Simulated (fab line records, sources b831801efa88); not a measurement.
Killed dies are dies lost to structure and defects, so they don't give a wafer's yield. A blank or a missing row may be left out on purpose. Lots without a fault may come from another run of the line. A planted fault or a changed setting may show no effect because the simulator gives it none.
Which tool did it? | flow gf180mcu | 6 lots, 18 wafers sampled, at 1 step of a route of 602

WHAT THE GAUGES READ, wafer by wafer
GF_M3_OVL_MEAS_15.
lot  | measured     | on         | M3_OVL (nm)
L537 | day 21 23:58 | overlay-01 | 5 -5 -1
L539 | day 22 18:56 | overlay-01 | -3 3 9
L542 | day 23 14:05 | overlay-01 | 5 3 2
L544 | day 24 09:47 | overlay-01 | 11 7 2
L546 | day 24 20:13 | overlay-02 | 2 -1 2
L555 | day 27 17:11 | overlay-01 | -4 -3 -5

WHICH TOOL RAN EACH LOT (tool, then ch and the chambers of the sampled wafers, then the start)
The record holds no process step before these readings.

THE ANSWER, worked out from the rows above alone
Rule: what is usual is taken from the lots themselves. Put in order of their means at a reading, lots are off if they are a third of the lots or fewer, leave a main group of 4 or more, and stand apart from it by a gap of 3 or more times the standard deviation of the main group's means; of several such gaps the widest counts. A main group whose means are all the same, to the digits that the tables above print for the reading, isn't used. A lot without any number at a reading at which 4 lots or more have one is off too. The other lots that the step has rows for count as sound.
No lot is off at any reading shown: from this, nothing can be told.

WHAT THE SIMULATOR HAD PUT IN
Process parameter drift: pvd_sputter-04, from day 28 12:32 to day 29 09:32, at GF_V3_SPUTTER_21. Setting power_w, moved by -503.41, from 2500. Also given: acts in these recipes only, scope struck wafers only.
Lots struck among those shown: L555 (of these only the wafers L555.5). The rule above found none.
